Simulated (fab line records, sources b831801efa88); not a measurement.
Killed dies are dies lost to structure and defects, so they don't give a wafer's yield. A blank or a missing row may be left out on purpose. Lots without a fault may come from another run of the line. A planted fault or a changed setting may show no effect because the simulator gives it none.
One fault seen from 2 desks | flow sky130 | each desk has only its own numbers; what lay behind them comes last

THE METROLOGY DESK
What the gauges read, lot by lot, whatever tool the lot ran on: means of the sampled wafers that have a number. A lot is out of limits, marked OUT, if its mean lies more than 4 standard deviations from the usual mean; the brackets give that distance.
Columns: A = cd_nm at SKY_VIA3_CD_MEAS_12, usual 199.8 nm; B = VIA3_OVL at SKY_VIA3_OVL_MEAS_13, usual -2 nm
lot  | first seen here | A     | B
L162 | day 39 21:37    | 200.3 | -2
L170 | day 42 11:55    | 200.3 | 2
L172 | day 42 16:07    | 198.6 | -1
L171 | day 42 19:44    | 199.6 | -3
L175 | day 43 17:14    | 200.2 | -2
L183 | day 46 04:51    | 198.5 | 3
This desk's finding: nothing out of limits on any of the 6 lots.

THE TOOL OWNER'S DESK: pvd_sputter-01
The tool's own readings at SKY_VIA3_SPUTTER_20 (material TiN, target thk 20 nm, time 80 s): means of the sampled wafers that have a number, for each lot that ran on this tool. A lot is out of limits, marked OUT, if its mean lies more than 4 standard deviations from the usual mean; the brackets give that distance.
Columns: A = throttle_valve_pct at SKY_VIA3_SPUTTER_20, usual 30.2 %
lot  | first seen here | A
L170 | day 42 12:42    | 30.0
L172 | day 42 17:02    | 30.3
L175 | day 43 18:05    | 30.2
This desk's finding: nothing out of limits on any of the 3 lots.

PUT TOGETHER
The metrology desk saw nothing out of limits.
The tool owner's desk saw nothing out of limits.

WHAT THE SIMULATOR HAD PUT IN
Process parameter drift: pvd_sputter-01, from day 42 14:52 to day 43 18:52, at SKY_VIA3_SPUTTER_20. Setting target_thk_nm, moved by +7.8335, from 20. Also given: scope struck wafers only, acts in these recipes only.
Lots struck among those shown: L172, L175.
